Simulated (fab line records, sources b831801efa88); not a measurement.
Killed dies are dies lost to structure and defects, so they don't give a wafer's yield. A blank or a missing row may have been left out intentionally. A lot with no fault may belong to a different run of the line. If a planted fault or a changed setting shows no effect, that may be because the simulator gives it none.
Which of the tools did it? ; flow gf180mcu ; 6 lots with 18 wafers sampled at 3 steps, on a route of 602 steps

## WHAT THE GAUGES SHOWED, per wafer
GF_PASSIVATION_THK_MEAS_01.
lot;measured;on;PASSIVATION_CVD_00_THK (nm)
L714;day 28 09:44;film_metro-03;995 1010 1006
L717;day 29 11:42;film_metro-04;1005 1016 1024
L724;day 31 15:08;film_metro-01;1102 1110 1108
L726;day 32 03:36;film_metro-01;1077 1106 1105
L730;day 33 00:28;film_metro-01;993 986 1008
L736;day 34 11:57;film_metro-04;971 985 1002

## EACH LOT AND THE TOOL THAT RAN IT (in order: tool; ch and the chambers of the sampled wafers; start)
lot;GF_V5_SPUTTER_21;GF_PASSIVATION_CVD_00
L714;pvd_sputter-04, day 27 12:20;pecvd-03 ch 0,1,2, day 28 09:39
L717;pvd_sputter-01, day 28 14:21;pecvd-03 ch 0,1,2, day 29 11:38
L724;pvd_sputter-01, day 30 19:43;pecvd-02 ch 0,1, day 31 15:03
L726;pvd_sputter-02, day 31 08:21;pecvd-02 ch 0,1, day 32 03:31
L730;pvd_sputter-02, day 32 06:12;pecvd-03 ch 0,1,2, day 33 00:24
L736;pvd_sputter-02, day 33 19:12;pecvd-03 ch 0,2, day 34 11:53
- GF_V5_SPUTTER_21: material Ti, target thk 15 nm, time 80.02 s.
- GF_PASSIVATION_CVD_00: deposits SiO2 from TEOS, target thk 1000 nm, time 111.95 s.

## THE ANSWER, worked out from the rows above alone
Rule: the usual values come from the lots themselves. Put in order of their means at a reading, lots are off if they are a third of the lots or fewer, leave a main group of 4 or more, and stand apart from it by a gap of 3 or more times the standard deviation of the main group's means; of several such gaps the widest counts. Not used: any main group whose means are identical at the precision the tables above print for the reading. Also off: a lot with no number at a reading for which 4 or more lots have one. The other lots that the step has rows for count as sound.
Off: L724, L726, at GF_PASSIVATION_THK_MEAS_01 (PASSIVATION_CVD_00_THK). Main group: mean 1000 nm, sd 11.
If a tool, at a process step before that reading, ran all the lots that are off and no sound lot after the first of them, it fits. The gauges at GF_PASSIVATION_THK_MEAS_01 are tried like those tools. One candidate fits, namely pecvd-02 at GF_PASSIVATION_CVD_00. It ran no sound lot before its first lot that is off in this sample, so the start can't be narrowed down.

## WHAT THE SIMULATOR HAD PUT IN
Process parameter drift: pecvd-02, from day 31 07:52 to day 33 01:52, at GF_PASSIVATION_CVD_00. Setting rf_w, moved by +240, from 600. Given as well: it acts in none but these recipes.
Lots struck among those shown: L724, L726. The rule above reached the same finding.
